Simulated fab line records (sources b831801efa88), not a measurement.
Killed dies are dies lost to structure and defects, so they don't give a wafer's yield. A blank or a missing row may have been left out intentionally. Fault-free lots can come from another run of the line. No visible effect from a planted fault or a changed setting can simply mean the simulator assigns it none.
A single fault, viewed from 2 desks | flow gf180mcu | every desk sees just its own numbers, and what lay behind them comes last

## THE TOOL OWNER'S DESK: implanter-01
GF_LVPWELL_IMPLANT_08, tool's own readings: per-lot mean of the sampled wafers with a number, covering each lot this tool ran. Any lot whose mean is over 4 standard deviations away from the usual mean is out of limits and marked OUT; that distance is given in the brackets.
Columns: A = beam energy keV at GF_LVPWELL_IMPLANT_08, usual 170.01
lot  | first seen here | A
L757 | day 4 01:41     | 169.99
L759 | day 4 12:43     | 170.06
L760 | day 4 18:14     | 169.95
L768 | day 6 17:19     | 184.82 (+99 or more) OUT
L769 | day 6 21:53     | 184.80 (+99 or more) OUT
L770 | day 7 03:46     | 184.77 (+99 or more) OUT
Finding of this desk: L768, L769, L770 out of limits; the first was L768 at day 6 17:19, on beam energy keV at GF_LVPWELL_IMPLANT_08. L757, L759, L760: within limits.

## AT THE METROLOGY DESK
Means of the sampled wafers that have a number, per lot and without regard to the tool the lot ran on: this is what the gauges read. Any lot whose mean is over 4 standard deviations away from the usual mean is out of limits and marked OUT; that distance is given in the brackets.
Columns: A = LVPWELL_RS at GF_VT_IMPLANT_RS_MEAS_48, usual 1196 ohm/sq; B = SALICIDE_TIN_THK at GF_SALICIDE_THK_MEAS_05, usual 20.1 nm
lot  | first seen here | A               | B
L757 | day 7 18:41     | 1190            | 20.1
L759 | day 8 09:46     | 1196            | 20.0
L760 | day 8 15:59     | 1200            | 19.9
L761 | day 8 22:59     | 1199            | 20.0
L763 | day 9 13:52     | 1194            | 20.0
L768 | day 10 22:52    | 1178 (-5.5) OUT | 20.5
L769 | day 11 03:44    | 1174 (-6.9) OUT | 20.7
L770 | day 11 09:44    | 1178 (-5.6) OUT | 20.0
L771 | day 11 20:11    | 1193            | 19.8
L772 | day 11 23:20    | 1195            | 20.1
L773 | day 12 06:41    | 1197            | 20.3
L774 | day 12 10:50    | 1196            | 19.8
L779 | day 13 19:47    | 1194            | 19.9
Finding of this desk: L768, L769, L770 out of limits, first seen on L768 at day 10 22:52 (LVPWELL_RS at GF_VT_IMPLANT_RS_MEAS_48). L757, L759, L760, L761, L763, L771, L772, L773, L774, L779: within limits.

## PUT TOGETHER
An alarm could have come from the tool owner's desk at day 6 17:19, on L768, L769, L770.
At day 10 22:52 the metrology desk could have sounded an alarm, on L768, L769, L770.
Of the lots named, all ran GF_LVPWELL_IMPLANT_08 on implanter-01.

## WHAT THE SIMULATOR HAD INSERTED
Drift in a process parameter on implanter-01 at GF_LVPWELL_IMPLANT_08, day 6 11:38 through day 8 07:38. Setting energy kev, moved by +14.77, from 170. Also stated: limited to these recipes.
Struck lots among those shown: L768, L769, L770.
Counting hours from when the fault started, the first reading out of limits came at 6 for the tool owner's desk and at 107 for the metrology desk.
